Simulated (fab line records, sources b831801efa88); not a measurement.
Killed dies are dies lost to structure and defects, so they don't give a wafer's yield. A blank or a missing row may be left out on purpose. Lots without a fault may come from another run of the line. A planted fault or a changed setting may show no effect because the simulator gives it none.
fab line records | flow sky130
record lots=6 wafers=18 last_day=51
route steps=708 shown DNWELL@41 PWDE@45 NWELL@56 PAD_OPEN@708
lots that met no fault: from a run of the same line without faults
start_h: hours from the record's first day to the start of the lot's first wafer shown | wait_h: hours since the lot's step before | " the same as in the row above | L1.1+2: a row that stands for several wafers | - no value, or no start given | * or withheld: withheld | < > ~ a bound
route shown NAME@n: a module of which the file shows steps, and the number in the route of the first | usual: mean/standard deviation of fault-free wafers | same: alike in all rows | chamber/n: place in a boat | sites: the reading at each site | _std_site: their standard deviation | _edge_site: outer sites' mean less inner sites' | radius_mm: how far each site lies from the wafer's centre | mask NAME#n: copy n | behind: the tool/chamber that last shaped the wafer | hold: why the lot was held/for how many hours/how that ended | device: the transistor (n, p or np) that didn't switch | end of line: the same wafers' tests at the end of the route | a step without rows: its recipe alone | killed: dies lost to structure and defects at the first sort, not the wafer's yield | map: a wafer's dies, x killed, . not, _ none there
set.NAME: the setting as run; set.NAME@STEP: as run at that earlier step | model.NAME: the simulator's own value behind a step, which no gauge read
lots at some steps of the route; a table a step, a row a wafer
services: from which hour (start_h, from the record's first day; less than 0 if before it) a tool's chamber was out of use, for how many hours, and why
## steps
# step SKY_DNWELL_DEVELOP_06
# recipe wall_angle_deg=90 developer=TMAH develop_time_s=60 dev_temp_c=23
# step SKY_DNWELL_IMPLANT_07
# recipe species=P energy_kev=withheld dose_cm2=withheld tilt_deg=withheld
# step SKY_DNWELL_STRIP_08
# recipe chemistry=O2/N2 power_w=1400 pressure_mtorr=1500 platen_temp_c=withheld o2_flow_sccm=3000 n2_flow_sccm=300 overash_fraction=0.5
# usual drypump_motor_current_A=5.9/0.3 oes_product_au=0.723/0.0048 strip_time_to_endpoint_s=36.91/0.1
# columns lot.wafer tool chamber start_h wait_h drypump_motor_current_A oes_product_au rf_hours_counter_h strip_time_to_endpoint_s
L171.2 plasma_asher-04 1 62.28 0.1 5.7 0.723 37 36.96
L171.3 " 0 " " 6.2 0.722 - 36.96
L171.6 " 1 " " 5.7 0.723 - 37.02
L174.1 plasma_asher-04 0 72.45 0.1 6.2 0.725 38 36.89
L174.2 " 1 " " 5.7 0.726 38 37.00
L174.6 " 0 " " 6.2 0.723 - 37.05
L185.2 plasma_asher-04 0 132.83 0.1 6.3 0.725 44 36.75
L185.3 " 0 " " 6.2 0.717 - 36.81
L185.5 " 0 " " 6.2 0.720 - 36.90
L190.1 plasma_asher-02 0 154.20 0.1 5.7 0.722 4 36.94
L190.4 " 0 " " 5.7 0.716 - 36.98
L190.6 " 1 " " 6.3 0.731 - 37.04
L193.1 plasma_asher-02 1 176.35 0.1 6.3 0.729 6 36.99
L193.3 " 1 " " 6.3 0.716 - 37.02
L193.4 " 0 " " 5.7 0.725 - 37.01
L194.1 plasma_asher-04 0 180.13 0.1 6.1 0.726 49 36.86
L194.2 " 1 " " 5.7 0.717 49 36.91
L194.3 " 1 " " 5.7 0.729 - 36.80
# step SKY_DNWELL_TW_MEAS_09
# usual DNWELL_TW=1118/6.8
# columns lot.wafer tool chamber start_h wait_h DNWELL_TW
L171.2 film_metro-02 - 62.39 0.1 1138
L171.3 " - " " 1134
L171.6 " - " " 1135
L174.1 film_metro-04 - 72.55 0.1 1122
L174.2 " - " " 1121
L174.6 " - " " 1117
L185.2 film_metro-01 - 132.94 0.1 1119
L185.3 " - " " 1116
L185.5 " - " " 1114
L190.1 film_metro-01 - 154.30 0.1 1106
L190.4 " - " " 1110
L190.6 " - " " 1109
L193.1 film_metro-02 - 176.45 0.1 1115
L193.3 " - " " 1113
L193.4 " - " " 1116
L194.1 film_metro-01 - 180.23 0.1 1111
L194.2 " - " " 1116
L194.3 " - " " 1121
# step SKY_PWDE_DEHYDRATE_00
# recipe temp_c=200 time_s=60
# step SKY_PWDE_HMDS_01
# recipe prime_time_s=60 prime_temp_c=120
# step SKY_PWDE_COAT_02
# recipe spin_rpm=2000 resist_thk_nm=3000
# step SKY_PWDE_SOFTBAKE_03
# recipe temp_c=110 time_s=withheld
# step SKY_PWDE_EXPOSE_04
# recipe mask_id=PWDEM na=0.6 source_shape=conventional sigma_outer=0.6 polarization=unpolarized target_cd_nm=840 dose_mj=214
# step SKY_PWDE_PEB_05
# recipe temp_c=115 time_s=withheld
# step SKY_PWDE_DEVELOP_06
# recipe wall_angle_deg=90 developer=TMAH develop_time_s=60 dev_temp_c=23
# step SKY_PWDE_OVL_MEAS_07
# usual PWDE_OVL=-1.4/1.2
# columns lot.wafer tool chamber start_h wait_h PWDE_OVL[nm]
L171.2 overlay-01 - 80.04 - -1.4
L171.3 " - " " -1.9
L171.6 " - " " -1.1
L174.1 overlay-01 - 90.03 - 0.1
L174.2 " - " " 0.7
L174.6 " - " " 0.9
L185.2 overlay-02 - 152.15 - -1.3
L185.3 " - " " -1.0
L185.5 " - " " -1.7
L190.1 overlay-02 - 174.78 - -0.5
L190.4 " - " " 0.7
L190.6 " - " " -1.1
L193.1 overlay-02 - 197.98 - -1.0
L193.3 " - " " 0.9
L193.4 " - " " 0.3
L194.1 overlay-02 - 202.55 - -1.3
L194.2 " - " " 0.7
L194.3 " - " " -1.0
# step SKY_PWDE_IMPLANT_08
# recipe species=B energy_kev=150 dose_cm2=3.6e+12 tilt_deg=withheld
# usual dose_ions_cm2=3.6e+12/4e+09
# same implant_ion_amu=11
# columns lot.wafer tool chamber start_h wait_h dose_ions_cm2
L171.2 implanter-01 0 80.09 0.0 3.606e+12
L171.3 " 0 " " 3.604e+12
L171.6 " 0 " " 3.606e+12
L174.1 implanter-04 0 90.07 0.0 3.598e+12
L174.2 " 0 " " 3.6e+12
L174.6 " 0 " " 3.597e+12
L185.2 implanter-04 0 152.21 0.0 3.595e+12
L185.3 " 0 " " 3.598e+12
L185.5 " 0 " " 3.593e+12
L190.1 implanter-02 0 174.82 0.0 3.601e+12
L190.4 " 0 " " 3.599e+12
L190.6 " 0 " " 3.601e+12
L193.1 implanter-02 0 198.02 0.0 3.52e+12
L193.3 " 0 " " 3.517e+12
L193.4 " 0 " " 3.519e+12
L194.1 implanter-02 0 202.58 0.0 3.513e+12
L194.2 " 0 " " 3.511e+12
L194.3 " 0 " " 3.514e+12
# step SKY_PWDE_STRIP_09
# recipe chemistry=O2/N2 power_w=1400 pressure_mtorr=1500 platen_temp_c=withheld o2_flow_sccm=3000 n2_flow_sccm=300 overash_fraction=0.5
# usual drypump_motor_current_A=5.8/0.41 oes_product_au=0.722/0.0042 strip_time_to_endpoint_s=36.91/0.1
# columns lot.wafer tool chamber start_h wait_h drypump_motor_current_A oes_product_au rf_hours_counter_h strip_time_to_endpoint_s
L171.2 plasma_asher-04 1 80.22 0.1 5.7 0.728 39 36.90
L171.3 " 1 " " 5.7 0.723 - 36.93
L171.6 " 1 " " 5.7 0.725 - 36.98
L174.1 plasma_asher-01 1 90.22 0.1 5.7 0.727 39 36.82
L174.2 " 0 " " 5.0 0.719 39 36.81
L174.6 " 1 " " 5.7 0.712 - 36.84
L185.2 plasma_asher-04 0 152.33 0.1 6.2 0.721 46 36.87
L185.3 " 1 " " 5.7 0.718 - 36.77
L185.5 " 1 " " 5.7 0.723 - 36.77
L190.1 plasma_asher-02 1 174.97 0.1 6.3 0.718 6 37.11
L190.4 " 1 " " 6.3 0.722 - 36.98
L190.6 " 1 " " 6.4 0.720 - 36.91
L193.1 plasma_asher-02 1 198.17 0.1 6.3 0.721 7 36.88
L193.3 " 0 " " 5.7 0.717 - 37.01
L193.4 " 1 " " 6.3 0.722 - 36.94
L194.1 plasma_asher-01 0 202.73 0.1 5.0 0.722 51 36.87
L194.2 " 1 " " 5.7 0.724 51 36.88
L194.3 " 0 " " 5.0 0.721 - 37.01
# step SKY_PWDE_TW_MEAS_10
# usual PWDE_TW=375.2/2
# columns lot.wafer tool chamber start_h wait_h PWDE_TW
L171.2 film_metro-01 - 80.33 0.1 376.0
L171.3 " - " " 375.7
L171.6 " - " " 378.0
L174.1 film_metro-01 - 90.32 0.1 376.5
L174.2 " - " " 375.8
L174.6 " - " " 377.1
L185.2 film_metro-01 - 152.44 0.1 375.2
L185.3 " - " " 371.3
L185.5 " - " " 372.9
L190.1 film_metro-02 - 175.07 0.1 373.5
L190.4 " - " " 374.3
L190.6 " - " " 376.2
L193.1 film_metro-01 - 198.27 0.1 369.9
L193.3 " - " " 369.5
L193.4 " - " " 369.3
L194.1 film_metro-04 - 202.83 0.1 374.0
L194.2 " - " " 375.0
L194.3 " - " " 373.3
# step SKY_NWELL_DEHYDRATE_03
# recipe temp_c=200 time_s=60
# step SKY_NWELL_HMDS_04
# recipe prime_time_s=60 prime_temp_c=120
# step SKY_NWELL_COAT_05
# recipe spin_rpm=2000 resist_thk_nm=3000
# step SKY_NWELL_SOFTBAKE_06
# recipe temp_c=110 time_s=withheld
# step SKY_NWELL_EXPOSE_07
# recipe mask_id=NWM na=0.6 source_shape=conventional sigma_outer=0.6 polarization=unpolarized target_cd_nm=840 dose_mj=255
# step SKY_NWELL_PEB_08
# recipe temp_c=115 time_s=withheld
# step SKY_NWELL_DEVELOP_09
# recipe wall_angle_deg=90 developer=TMAH develop_time_s=62.75 dev_temp_c=23
# step SKY_NWELL_OVL_MEAS_10
# usual NWELL_00_OVL=0.4/1.5
# columns lot.wafer tool chamber start_h wait_h NWELL_00_OVL[nm]
L171.2 overlay-02 - 97.71 - -1.8
L171.3 " - " " -0.9
L171.6 " - " " -0.2
L174.1 overlay-01 - 108.30 - 0.4
L174.2 " - " " 1.0
L174.6 " - " " -0.3
L185.2 overlay-02 - 172.56 - -0.4
L185.3 " - " " -3.1
L185.5 " - " " -1.5
L190.1 overlay-02 - 197.63 - 1.3
L190.4 " - " " 1.1
L190.6 " - " " 1.5
L193.1 overlay-02 - 221.45 - 0.2
L193.3 " - " " -0.2
L193.4 " - " " 0.6
L194.1 overlay-02 - 225.55 - 4.2
L194.2 " - " " 6.2
L194.3 " - " " 3.5
# step SKY_NWELL_IMPLANT_11
# recipe species=P energy_kev=400 dose_cm2=1.9e+13 tilt_deg=withheld
# step SKY_NWELL_IMPLANT_12
# recipe species=P energy_kev=120 dose_cm2=1.3e+12 tilt_deg=withheld
# step SKY_NWELL_IMPLANT_13
# recipe species=P energy_kev=50 dose_cm2=7e+11 tilt_deg=withheld
# step SKY_NWELL_STRIP_14
# recipe chemistry=O2/N2 power_w=1400 pressure_mtorr=1500 platen_temp_c=withheld o2_flow_sccm=3000 n2_flow_sccm=300 overash_fraction=0.5
# usual drypump_motor_current_A=5.6/0.38 oes_product_au=0.722/0.0046 strip_time_to_endpoint_s=36.94/0.1
# columns lot.wafer tool chamber start_h wait_h drypump_motor_current_A oes_product_au rf_hours_counter_h strip_time_to_endpoint_s
L171.2 plasma_asher-02 1 98.19 0.1 6.3 0.722 40 37.12
L171.3 " 0 " " 5.7 0.716 - 37.09
L171.6 " 0 " " 5.7 0.725 - 37.21
L174.1 plasma_asher-01 0 108.79 0.1 5.0 0.726 41 36.85
L174.2 " 1 " " 5.7 0.724 41 36.81
L174.6 " 1 " " 5.7 0.724 - 36.72
L185.2 plasma_asher-03 0 173.04 0.1 5.7 0.721 34 37.08
L185.3 " 1 " " 5.6 0.726 - 37.12
L185.5 " 1 " " 5.6 0.725 - 37.05
L190.1 plasma_asher-03 0 198.12 0.1 5.7 0.722 37 36.91
L190.4 " 1 " " 5.6 0.715 - 36.88
L190.6 " 0 " " 5.7 0.711 - 36.87
L193.1 plasma_asher-01 1 221.94 0.1 5.7 0.725 53 36.89
L193.3 " 0 " " 5.0 0.727 - 36.84
L193.4 " 1 " " 5.7 0.724 - 36.92
L194.1 plasma_asher-02 0 226.04 0.1 5.7 0.715 9 36.89
L194.2 " 1 " " 6.3 0.723 9 37.12
L194.3 " 1 " " 6.3 0.718 - 37.02
# step SKY_NWELL_TW_MEAS_15
# usual NWELL_TW=1826/8.6
# columns lot.wafer tool chamber start_h wait_h NWELL_TW
L171.2 film_metro-02 - 98.30 0.1 1830
L171.3 " - " " 1841
L171.6 " - " " 1841
L174.1 film_metro-01 - 108.89 0.1 1823
L174.2 " - " " 1828
L174.6 " - " " 1826
L185.2 film_metro-01 - 173.15 0.1 1833
L185.3 " - " " 1825
L185.5 " - " " 1831
L190.1 film_metro-04 - 198.22 0.1 1813
L190.4 " - " " 1818
L190.6 " - " " 1815
L193.1 film_metro-04 - 222.04 0.1 1841
L193.3 " - " " 1830
L193.4 " - " " 1829
L194.1 film_metro-01 - 226.14 0.1 1828
L194.2 " - " " 1828
L194.3 " - " " 1835
# step SKY_NWELL_DEHYDRATE_16
# recipe temp_c=200 time_s=60
# step SKY_NWELL_HMDS_17
# recipe prime_time_s=60 prime_temp_c=120
# step SKY_NWELL_COAT_18
# recipe spin_rpm=2000 resist_thk_nm=3000
# step SKY_NWELL_SOFTBAKE_19
# recipe temp_c=110 time_s=withheld
# step SKY_NWELL_EXPOSE_20
# recipe mask_id=NWM_COMPLEMENT na=0.6 source_shape=conventional sigma_outer=0.6 polarization=unpolarized target_cd_nm=840 dose_mj=260
# step SKY_NWELL_PEB_21
# recipe temp_c=115 time_s=withheld
# step SKY_NWELL_DEVELOP_22
# recipe wall_angle_deg=90 developer=TMAH develop_time_s=60 dev_temp_c=23.54
# step SKY_NWELL_OVL_MEAS_23
# usual NWELL_01_OVL=0.8/1.4
# columns lot.wafer tool chamber start_h wait_h NWELL_01_OVL[nm]
L171.2 overlay-01 - 116.91 - -2.0
L171.3 " - " " -1.3
L171.6 " - " " 2.4
L174.1 overlay-02 - 127.98 - 0.3
L174.2 " - " " -0.4
L174.6 " - " " -1.2
L185.2 overlay-02 - 195.69 - 1.1
L185.3 " - " " 0.7
L185.5 " - " " 1.2
L190.1 overlay-01 - 221.40 - 1.1
L190.4 " - " " 0.8
L190.6 " - " " 0.3
L193.1 overlay-02 - 244.50 - 1.6
L193.3 " - " " 1.9
L193.4 " - " " 0.6
L194.1 overlay-02 - 248.90 - 0.2
L194.2 " - " " 0.8
L194.3 " - " " 0.0
# step SKY_NWELL_IMPLANT_24
# recipe species=B energy_kev=140 dose_cm2=9.2e+12 tilt_deg=withheld
# step SKY_NWELL_STRIP_25
# recipe chemistry=O2/N2 power_w=1400 pressure_mtorr=1500 platen_temp_c=withheld o2_flow_sccm=3000 n2_flow_sccm=300 overash_fraction=0.5
# usual drypump_motor_current_A=5.7/0.43 oes_product_au=0.722/0.0047 strip_time_to_endpoint_s=36.91/0.11
# columns lot.wafer tool chamber start_h wait_h drypump_motor_current_A oes_product_au rf_hours_counter_h strip_time_to_endpoint_s
L171.2 plasma_asher-01 0 117.09 0.1 5.0 0.719 42 36.97
L171.3 " 1 " " 5.7 0.724 - 36.90
L171.6 " 1 " " 5.7 0.722 - 36.87
L174.1 plasma_asher-02 1 128.17 0.1 6.3 0.727 1 36.90
L174.2 " 0 " " 5.6 0.722 1 36.77
L174.6 " 1 " " 6.3 0.719 - 36.87
L185.2 plasma_asher-02 0 195.87 0.1 5.7 0.721 7 36.97
L185.3 " 1 " " 6.4 0.724 - 36.99
L185.5 " 0 " " 5.7 0.727 - 37.13
L190.1 plasma_asher-02 1 221.59 0.1 6.3 0.718 9 36.83
L190.4 " 0 " " 5.7 0.730 - 36.91
L190.6 " 0 " " 5.7 0.721 - 36.83
L193.1 plasma_asher-01 1 244.69 0.1 5.7 0.716 55 36.67
L193.3 " 1 " " 5.7 0.730 - 36.57
L193.4 " 0 " " 5.0 0.721 - 36.78
L194.1 plasma_asher-01 0 249.09 0.1 5.0 0.726 55 37.01
L194.2 " 1 " " 5.7 0.724 55 37.01
L194.3 " 1 " " 5.7 0.715 - 36.99
# step SKY_NWELL_TW_MEAS_26
# usual NWELL_2_TW=499.6/2.8
# columns lot.wafer tool chamber start_h wait_h NWELL_2_TW
L171.2 film_metro-04 - 117.20 0.1 497.7
L171.3 " - " " 496.9
L171.6 " - " " 495.5
L174.1 film_metro-04 - 128.27 0.1 496.9
L174.2 " - " " 497.4
L174.6 " - " " 499.9
L185.2 film_metro-02 - 195.98 0.1 500.1
L185.3 " - " " 500.2
L185.5 " - " " 503.1
L190.1 film_metro-02 - 221.69 0.1 504.3
L190.4 " - " " 504.4
L190.6 " - " " 507.7
L193.1 film_metro-04 - 244.79 0.1 499.8
L193.3 " - " " 496.7
L193.4 " - " " 500.2
L194.1 film_metro-02 - 249.19 0.1 504.0
L194.2 " - " " 501.6
L194.3 " - " " 499.6
# step SKY_NWELL_CLEAN_27
# recipe chemistry=SC1/SC2 mix=1:4:20 temp_c=70 time_s=150 dry=n2_spin
# step SKY_NWELL_RTA_28
# recipe temp_c=1050 time_s=30 idle_temp_c=650 ramp_up_c_per_s=150 ramp_down_c_per_s=90 ambient=N2
# usual lamp_power_pct=25.30/0.05 wafer_temp_C_max=1054.9/0.93
# columns lot.wafer tool chamber start_h wait_h lamp_power_pct wafer_temp_C_max
L171.2 rtp_anneal-01 0 117.32 0.0 25.32 1055.0
L171.3 " 0 " " 25.31 1054.7
L171.6 " 0 " " 25.33 1056.0
L174.1 rtp_anneal-02 0 128.39 0.0 25.26 1054.3
L174.2 " 0 " " 25.29 1054.4
L174.6 " 0 " " 25.37 1053.9
L185.2 rtp_anneal-01 0 196.09 0.0 25.21 1054.5
L185.3 " 0 " " 25.22 1055.1
L185.5 " 0 " " 25.37 1055.0
L190.1 rtp_anneal-01 0 221.80 0.0 25.17 1054.0
L190.4 " 0 " " 25.32 1054.8
L190.6 " 0 " " 25.29 1054.9
L193.1 rtp_anneal-02 0 244.90 0.0 25.29 1054.6
L193.3 " 0 " " 25.31 1054.9
L193.4 " 0 " " 25.28 1054.1
L194.1 rtp_anneal-01 0 249.30 0.0 25.29 1055.2
L194.2 " 0 " " 25.28 1054.7
L194.3 " 0 " " 25.26 1053.8
# step SKY_NWELL_RS_MEAS_29
# recipe thk_meas_gauge=four-point-probe
# usual NWELL_RS=624.6/1.7
# columns lot.wafer tool chamber start_h wait_h NWELL_RS[ohm/sq]
L171.2 film_metro-02 - 117.42 0.1 624.3
L171.3 " - " " 624.8
L171.6 " - " " 624.9
L174.1 film_metro-02 - 128.49 0.1 623.7
L174.2 " - " " 623.7
L174.6 " - " " 623.7
L185.2 film_metro-04 - 196.20 0.1 621.5
L185.3 " - " " 623.8
L185.5 " - " " 625.4
L190.1 film_metro-01 - 221.90 0.1 625.9
L190.4 " - " " 627.5
L190.6 " - " " 626.6
L193.1 film_metro-01 - 245.00 0.1 623.4
L193.3 " - " " 625.1
L193.4 " - " " 624.3
L194.1 film_metro-04 - 249.40 0.1 623.1
L194.2 " - " " 622.3
L194.3 " - " " 622.5
# step SKY_NWELL_RS_MEAS_31
# recipe thk_meas_gauge=four-point-probe
# usual PWDE_RS=5276/15
# columns lot.wafer tool chamber start_h wait_h PWDE_RS[ohm/sq]
L171.2 film_metro-02 - 117.66 0.1 5283
L171.3 " - " " 5264
L171.6 " - " " 5264
L174.1 film_metro-02 - 128.73 0.1 5257
L174.2 " - " " 5288
L174.6 " - " " 5260
L185.2 film_metro-04 - 196.44 0.1 5279
L185.3 " - " " 5251
L185.5 " - " " 5246
L190.1 film_metro-01 - 222.14 0.1 5307
L190.4 " - " " 5300
L190.6 " - " " 5285
L193.1 film_metro-01 - 245.24 0.1 5394
L193.3 " - " " 5389
L193.4 " - " " 5409
L194.1 film_metro-04 - 249.64 0.1 5374
L194.2 " - " " 5375
L194.3 " - " " 5383
# step SKY_PAD_OPEN_PROBE_99
# usual killed_at_M0_to_M3=43/7.5 killed_at_M4_up=3.2/1.9 killed_at_contacts=24/5.6 killed_at_front_end=15/4.8 killed_at_other=0.2/0.54 killed_dies=86/11 killed_open=47/7.6 killed_short=39/7.1
# same gross_dies=492 killed_at_back_side=0
# columns lot.wafer tool chamber start_h wait_h killed_at_M0_to_M3 killed_at_M4_up killed_at_contacts killed_at_front_end killed_at_other killed_dies killed_open killed_short model.etest.res_pwde_under_gate.rs_ohm_sq
L171.2 prober-01 - 1108.43 0.1 33 6 14 7 3 63 29 34 6212
L171.3 prober-01 - 1108.48 0.2 43 4 21 13 1 82 48 34 6227
L171.6 prober-01 - 1108.63 0.2 39 3 21 7 1 71 38 33 6242
L174.1 prober-02 - 1118.55 0.1 46 2 33 13 0 94 55 39 6153
L174.2 prober-02 - 1118.60 0.1 47 5 19 14 0 85 46 39 6182
L174.6 prober-02 - 1118.80 0.2 39 6 31 17 1 94 54 40 6117
L185.2 prober-02 - 1177.59 0.1 28 5 24 11 0 68 34 34 6203
L185.3 prober-02 - 1177.64 0.2 38 1 21 17 1 78 33 45 6173
L185.5 prober-02 - 1177.74 0.2 39 6 19 18 0 82 42 40 6102
L190.1 prober-01 - 1201.15 0.1 40 4 18 14 0 76 46 30 6143
L190.4 prober-01 - 1201.30 0.2 29 6 19 17 0 71 29 42 6187
L190.6 prober-01 - 1201.40 0.2 38 1 24 26 0 89 57 32 6138
L193.1 prober-02 - 1215.01 0.1 42 0 31 20 0 93 44 49 6287
L193.3 prober-02 - 1215.11 0.2 41 1 18 13 0 73 40 33 6225
L193.4 prober-02 - 1215.16 0.2 39 6 22 19 0 86 49 37 6342
L194.1 prober-01 - 1219.38 0.1 42 6 20 12 0 80 49 31 6364
L194.2 prober-01 - 1219.43 0.1 32 4 15 8 0 59 37 22 6332
L194.3 prober-01 - 1219.48 0.2 39 1 19 13 0 72 40 32 6450
# killed by level:class
L171.2 VIA1:geometric_particle:open=9 METAL1:geometric_particle:short=6 LI_CONTACT:geometric_particle:open=4 CONTACT:geometric_particle:short=4 METAL2:geometric_particle:short=4 METAL4:geometric_particle:short=4 METAL3:geometric_particle:short=4 CONTACT:geometric_particle:open=3
L171.3 VIA1:geometric_particle:open=11 CONTACT:geometric_particle:open=10 VIA3:geometric_particle:open=7 VIA2:geometric_particle:open=6 CONTACT:geometric_particle:short=5 METAL3:geometric_particle:short=5 FIELD_ISO:geometric_particle:open=4 POLY_GATE:geometric_particle:open=4
L171.6 VIA1:geometric_particle:open=16 LI_CONTACT:geometric_particle:open=7 CONTACT:geometric_particle:open=7 METAL2:geometric_particle:short=6 VIA2:geometric_particle:open=5 VIA1:geometric_particle:short=5 LOCAL_INTERCONNECT:geometric_particle:short=4 CONTACT:geometric_particle:short=3
L174.1 CONTACT:geometric_particle:open=15 VIA1:geometric_particle:open=10 VIA2:geometric_particle:open=8 LI_CONTACT:geometric_particle:open=7 CONTACT:geometric_particle:short=7 METAL2:geometric_particle:short=6 METAL1:geometric_particle:short=6 FIELD_ISO:geometric_particle:short=4
L174.2 VIA2:geometric_particle:open=10 CONTACT:geometric_particle:open=8 VIA1:geometric_particle:open=8 VIA1:geometric_particle:short=7 FIELD_ISO:geometric_particle:open=5 METAL2:geometric_particle:short=5 METAL3:geometric_particle:short=5 VIA3:geometric_particle:open=4
L174.6 LI_CONTACT:geometric_particle:open=11 VIA1:geometric_particle:open=9 CONTACT:geometric_particle:open=9 VIA3:geometric_particle:open=7 METAL4:geometric_particle:short=6 FIELD_ISO:geometric_particle:open=4 VIA2:geometric_particle:open=4 CONTACT:geometric_particle:short=4
L185.2 LOCAL_INTERCONNECT:geometric_particle:short=7 CONTACT:geometric_particle:open=7 VIA1:geometric_particle:open=6 CONTACT:geometric_particle:short=5 METAL1:geometric_particle:short=5 VIA3:geometric_particle:open=5 SPACER:geometric_particle:open=4 POLY_GATE:geometric_particle:open=3
L185.3 LI_CONTACT:geometric_particle:open=11 METAL2:geometric_particle:short=9 POLY_GATE:geometric_particle:short=8 VIA1:geometric_particle:open=6 METAL1:geometric_particle:short=5 LOCAL_INTERCONNECT:geometric_particle:short=4 CONTACT:geometric_particle:open=4 VIA1:geometric_particle:short=4
L185.5 VIA2:geometric_particle:open=9 VIA3:geometric_particle:open=7 POLY_GATE:geometric_particle:open=6 CONTACT:geometric_particle:short=5 CONTACT:geometric_particle:open=5 METAL4:geometric_particle:short=5 METAL2:geometric_particle:short=5 METAL3:geometric_particle:short=5
L190.1 VIA3:geometric_particle:open=10 CONTACT:geometric_particle:open=8 VIA1:geometric_particle:open=8 FIELD_ISO:geometric_particle:open=6 POLY_GATE:geometric_particle:open=5 VIA1:geometric_particle:short=5 LI_CONTACT:geometric_particle:short=4 METAL1:geometric_particle:short=4
L190.4 METAL1:geometric_particle:short=9 FIELD_ISO:geometric_particle:short=8 LI_CONTACT:geometric_particle:open=6 CONTACT:geometric_particle:open=5 VIA3:geometric_particle:open=5 VIA1:geometric_particle:short=5 CONTACT:geometric_particle:short=4 POLY_GATE:geometric_particle:short=3
L190.6 LI_CONTACT:geometric_particle:open=11 VIA2:geometric_particle:open=9 VIA3:geometric_particle:open=9 FIELD_ISO:geometric_particle:short=8 CONTACT:geometric_particle:open=8 POLY_GATE:geometric_particle:open=6 VIA1:geometric_particle:open=6 FIELD_ISO:geometric_particle:open=5
L193.1 CONTACT:geometric_particle:short=9 VIA2:geometric_particle:open=8 POLY_GATE:geometric_particle:short=7 LI_CONTACT:geometric_particle:open=7 VIA1:geometric_particle:open=6 POLY_GATE:geometric_particle:open=5 LI_CONTACT:geometric_particle:short=5 CONTACT:geometric_particle:open=5
L193.3 VIA1:geometric_particle:open=9 VIA3:geometric_particle:open=8 CONTACT:geometric_particle:open=6 METAL2:geometric_particle:short=5 FIELD_ISO:geometric_particle:short=4 LI_CONTACT:geometric_particle:short=4 CONTACT:geometric_particle:short=4 VIA2:geometric_particle:open=4
L193.4 CONTACT:geometric_particle:open=13 VIA1:geometric_particle:open=8 METAL2:geometric_particle:short=6 FIELD_ISO:geometric_particle:short=4 POLY_GATE:geometric_particle:open=4 POLY_GATE:geometric_particle:short=4 CONTACT:geometric_particle:short=4 VIA2:geometric_particle:short=4
L194.1 VIA1:geometric_particle:open=11 FIELD_ISO:geometric_particle:open=6 VIA2:geometric_particle:open=6 LI_CONTACT:geometric_particle:open=6 LOCAL_INTERCONNECT:geometric_particle:short=5 CONTACT:geometric_particle:open=5 METAL2:geometric_particle:short=4 METAL4:geometric_particle:short=4
L194.2 VIA1:geometric_particle:open=11 LI_CONTACT:geometric_particle:open=7 VIA2:geometric_particle:open=5 VIA3:geometric_particle:open=5 FIELD_ISO:geometric_particle:short=3 FIELD_ISO:geometric_particle:open=3 LOCAL_INTERCONNECT:geometric_particle:short=3 CONTACT:geometric_particle:open=3
L194.3 VIA1:geometric_particle:open=11 CONTACT:geometric_particle:open=7 METAL1:geometric_particle:short=5 VIA2:geometric_particle:open=5 METAL2:geometric_particle:short=5 POLY_GATE:geometric_particle:short=4 LI_CONTACT:geometric_particle:open=4 POLY_GATE:geometric_particle:open=3
## services
# columns tool chamber start_h hours kind
plasma_asher-02 - 42.05 0.8 repair
plasma_asher-01 - 47.06 0.3 repair
implanter-04 - 50.56 5.1 repair
plasma_asher-03 - 66.24 0.5 repair
implanter-02 - 68.32 6.0 repair
plasma_asher-03 - 89.54 1.5 repair
plasma_asher-02 - 108.80 9.0 pm
plasma_asher-02 0 108.80 9.0 vent_cycle
plasma_asher-02 1 108.80 9.0 vent_cycle
plasma_asher-02 0 117.80 - clean
plasma_asher-02 1 117.80 - clean
rtp_anneal-01 - 123.40 7.5 repair
plasma_asher-04 - 139.27 1.2 repair
implanter-01 - 159.42 2.2 repair
implanter-01 - 179.77 2.3 repair
plasma_asher-02 - 182.09 9.5 repair
implanter-02 - 192.32 0.9 repair
implanter-04 - 211.98 3.3 repair
implanter-01 - 227.52 10.2 repair
implanter-02 - 229.05 3.8 pm
plasma_asher-01 - 247.29 0.4 repair
## key
first_sign step=SKY_PWDE_IMPLANT_08 reading=dose_ions_cm2 direction=down sigmas=21 usual=* struck=*
effect step=SKY_PWDE_TW_MEAS_10 reading=PWDE_TW direction=down sigmas=1.7 usual=375.2 struck=371.8
effect step=SKY_NWELL_RS_MEAS_31 reading=PWDE_RS direction=up sigmas=7.3 usual=5276 struck=5388
model_effect step=SKY_PAD_OPEN_PROBE_99 value=etest.res_pwde_under_gate.rs_ohm_sq without=6187 struck=6334
met_at SKY_PWDE_IMPLANT_08
struck_wafers L193.1,L193.3,L193.4,L194.1,L194.2,L194.3
tester_left_out L193,L194
onset_between 174.82 198.02
fault kind=process_parameter_drift tool=implanter-02 chamber=- onset_h=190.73 steps=SKY_PWDE_IMPLANT_08 channel=dose_cm2 offset=* shape=step end_h=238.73 acts_in=* stated=*
# tester_left_out: of these lots the tester's yield and bins aren't shown, on N5 and GAA mostly nor the transistor test; their killed dies are dies lost to structure and defects alone, not to doping, threshold or leakage, so they don't give the yield
